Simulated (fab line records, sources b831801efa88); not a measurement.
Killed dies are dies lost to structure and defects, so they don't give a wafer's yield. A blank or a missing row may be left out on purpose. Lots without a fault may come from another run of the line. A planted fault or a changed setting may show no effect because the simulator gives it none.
Which tool did it? | flow gf180mcu | 12 lots, 34 wafers sampled, at 5 steps of a route of 602

WHAT THE GAUGES READ, wafer by wafer
GF_HV_LDD_THK_MEAS_55. Usual: HV_LDD_CVD_54_THK 9.95 nm, standard deviation 0.12.
lot  | measured     | on            | HV_LDD_CVD_54_THK (nm) | flag
L872 | day 13 00:18 | film_metro-02 | 9.92 9.99 9.95         |
L877 | day 14 12:55 | film_metro-01 | 10.13 9.99 9.92        |
L879 | day 15 08:20 | film_metro-02 | 10.09 10.16            |
L880 | day 15 16:02 | film_metro-04 | 10.02 10.00            |
L882 | day 16 05:33 | film_metro-02 | 9.95 9.91 10.02        |
L885 | day 17 05:53 | film_metro-01 | 10.04 10.04 10.15      |
L887 | day 17 23:10 | film_metro-04 | 9.81 9.89 9.72         |
L891 | day 19 06:21 | film_metro-01 | 9.91 9.95 9.84         |
L892 | day 19 20:47 | film_metro-02 | 10.09 10.10 10.05      |
L893 | day 20 01:22 | film_metro-04 | 10.01 10.00 9.91       |
L894 | day 20 08:19 | film_metro-04 | 10.05 10.00 9.96       |
L895 | day 20 14:33 | film_metro-04 | 9.81 10.03 9.91        |

GF_HV_LDD_THK_MEAS_57. Usual: HV_LDD_CVD_56_THK 89.9 nm, standard deviation 1.1.
lot  | measured     | on            | HV_LDD_CVD_56_THK (nm) | flag
L872 | day 13 01:47 | film_metro-01 | 90.3 92.2 91.8         |
L877 | day 14 14:25 | film_metro-02 | 90.0 90.2 89.4         |
L879 | day 15 09:50 | film_metro-04 | 89.4 88.4              |
L880 | day 15 17:31 | film_metro-04 | 89.4 89.9              |
L882 | day 16 07:02 | film_metro-01 | 89.2 89.3 89.6         |
L885 | day 17 07:23 | film_metro-04 | 91.1 91.2 90.4         |
L887 | day 18 00:39 | film_metro-04 | 90.5 90.1 91.1         |
L891 | day 19 07:50 | film_metro-04 | 88.8 88.7 88.9         |
L892 | day 19 22:17 | film_metro-02 | 89.9 90.4 89.5         |
L893 | day 20 02:50 | film_metro-01 | 89.0 89.5 88.6         |
L894 | day 20 09:48 | film_metro-01 | 88.9 88.4 88.0         |
L895 | day 20 16:02 | film_metro-04 | 89.9 90.0 89.5         |

GF_PSD_RS_MEAS_14: measures by four-point-probe. Usual: NSD_RS 46.15 ohm/sq, standard deviation 0.08.
lot  | measured     | on            | NSD_RS (ohm/sq)   | flag
L872 | day 14 20:53 | film_metro-04 | 46.11 46.09 46.08 |
L877 | day 16 11:31 | film_metro-03 | 46.24 47.57 46.06 | OFF
L879 | day 17 07:31 | film_metro-02 | 47.41 47.61       | OFF
L880 | day 17 15:28 | film_metro-04 | 47.40 46.17       | OFF
L882 | day 18 06:45 | film_metro-02 | 46.03 46.11 46.06 |
L885 | day 19 08:17 | film_metro-04 | 46.00 46.04 46.14 |
L887 | day 20 02:15 | film_metro-03 | 46.12 46.07 46.06 |
L891 | day 21 09:05 | film_metro-03 | 46.20 46.16 46.22 |
L892 | day 22 00:37 | film_metro-02 | 46.25 46.22 46.11 |
L893 | day 22 03:50 | film_metro-03 | 46.24 46.21 46.31 |
L894 | day 22 11:18 | film_metro-02 | 46.30 46.28 46.11 |
L895 | day 22 17:15 | film_metro-03 | 46.03 46.07 46.14 |

WHICH TOOL RAN EACH LOT (tool, then ch and the chambers of the sampled wafers, then the start)
lot  | GF_NSD_IMPLANT_10               | GF_NSD_STRIP_11
L872 | implanter-01 ch 0, day 13 22:53 | plasma_asher-03 ch 0,1, day 13 23:02
L877 | implanter-01 ch 0, day 15 12:37 | plasma_asher-04 ch 0,1, day 15 12:45
L879 | implanter-01 ch 0, day 16 08:14 | plasma_asher-01 ch 0,1, day 16 08:23
L880 | implanter-01 ch 0, day 16 15:41 | plasma_asher-03 ch 1, day 16 15:49
L882 | implanter-02 ch 0, day 17 07:01 | plasma_asher-04 ch 0,1, day 17 07:08
L885 | implanter-02 ch 0, day 18 06:50 | plasma_asher-03 ch 0,1, day 18 06:59
L887 | implanter-01 ch 0, day 19 00:57 | plasma_asher-04 ch 0, day 19 01:04
L891 | implanter-01 ch 0, day 20 08:41 | plasma_asher-03 ch 0,1, day 20 08:50
L892 | implanter-02 ch 0, day 20 23:44 | plasma_asher-03 ch 0,1, day 20 23:53
L893 | implanter-01 ch 0, day 21 03:42 | plasma_asher-04 ch 0,1, day 21 03:49
L894 | implanter-01 ch 0, day 21 10:58 | plasma_asher-04 ch 1, day 21 11:05
L895 | implanter-02 ch 0, day 21 16:32 | plasma_asher-04 ch 0,1, day 21 16:40
- GF_NSD_IMPLANT_10
- GF_NSD_STRIP_11: strips in O2/N2.

WHAT THE TOOLS THEMSELVES READ (means of the sampled wafers that have a number; where no wafer has one, the mark that the record gives instead)
GF_NSD_IMPLANT_10. Usual: beam_on_s 10.00 s, standard deviation 0.2; dose_ions_cm2 5e+14, standard deviation 6.9e+11; faraday_current_uA 2787, standard deviation 54.
lot  | tool         | beam_on_s (s) | dose_ions_cm2 | faraday_current_uA | flag
L872 | implanter-01 | 10.23         | 5e+14         | 2724               |
L877 | implanter-01 | 9.13          | 5e+14         | 3099               | OFF
L879 | implanter-01 | 7.55          | 5e+14         | 3680               | OFF
L880 | implanter-01 | 8.96          | 5e+14         | 3177               | OFF
L882 | implanter-02 | 10.03         | 5e+14         | 2777               |
L885 | implanter-02 | 10.04         | 5e+14         | 2779               |
L887 | implanter-01 | 9.75          | 5e+14         | 2859               |
L891 | implanter-01 | 10.17         | 5e+14         | 2742               |
L892 | implanter-02 | 9.81          | 5e+14         | 2837               |
L893 | implanter-01 | 9.83          | 5e+14         | 2839               |
L894 | implanter-01 | 10.09         | 5e+14         | 2759               |
L895 | implanter-02 | 10.08         | 5e+14         | 2771               |

GF_NSD_STRIP_11. Usual: drypump_motor_current_A 5.54 A, standard deviation 0.13; heater_power_w 322 W, standard deviation 31; oes_product_au 0.487 a.u., standard deviation 0.0041; strip_time_to_endpoint_s 22.96 s, standard deviation 0.037.
lot  | tool            | drypump_motor_current_A (A) | heater_power_w (W) | oes_product_au (a.u.) | strip_time_to_endpoint_s (s) | flag
L872 | plasma_asher-03 | 5.61                        | 312                | 0.488                 | 22.93                        |
L877 | plasma_asher-04 | 5.54                        | 325                | 0.488                 | 22.93                        |
L879 | plasma_asher-01 | 5.42                        | 357                | 0.486                 | 22.86                        |
L880 | plasma_asher-03 | 5.53                        | 277                | 0.489                 | 22.91                        |
L882 | plasma_asher-04 | 5.58                        | 314                | 0.488                 | 22.96                        |
L885 | plasma_asher-03 | 5.62                        | 309                | 0.486                 | 22.97                        |
L887 | plasma_asher-04 | 5.63                        | 303                | 0.487                 | 22.94                        |
L891 | plasma_asher-03 | 5.67                        | 318                | 0.487                 | 22.94                        |
L892 | plasma_asher-03 | 5.67                        | 311                | 0.487                 | 22.91                        |
L893 | plasma_asher-04 | 5.57                        | 312                | 0.489                 | 22.97                        |
L894 | plasma_asher-04 | 5.49                        | 329                | 0.489                 | 22.98                        |
L895 | plasma_asher-04 | 5.52                        | 321                | 0.489                 | 23.01                        |

THE ANSWER, worked out from the rows above alone
Rule: a lot is off if the mean of its wafers that have a number lies more than 3 standard deviations from the usual mean. A lot without any number at a reading at which 4 lots or more have one is off too. The other lots that the step has rows for count as sound. The gauges are gone through in route order, then the tools' own readings, and for those a lot's mean is taken as printed above. The first step at which some lot is off is used, and at that step the reading that is off furthest; a lot without a number counts as furthest.
Off: L877, L879, L880, at GF_PSD_RS_MEAS_14 (NSD_RS).
A tool fits if, at a process step before that reading, it ran every lot that is off, and no sound lot after the first of them. The gauges at GF_PSD_RS_MEAS_14 aren't tried: what is off there is off at GF_NSD_IMPLANT_10 too, on other tools, and a gauge's error can't cause that. None of those tried fits.

WHAT THE SIMULATOR HAD PUT IN
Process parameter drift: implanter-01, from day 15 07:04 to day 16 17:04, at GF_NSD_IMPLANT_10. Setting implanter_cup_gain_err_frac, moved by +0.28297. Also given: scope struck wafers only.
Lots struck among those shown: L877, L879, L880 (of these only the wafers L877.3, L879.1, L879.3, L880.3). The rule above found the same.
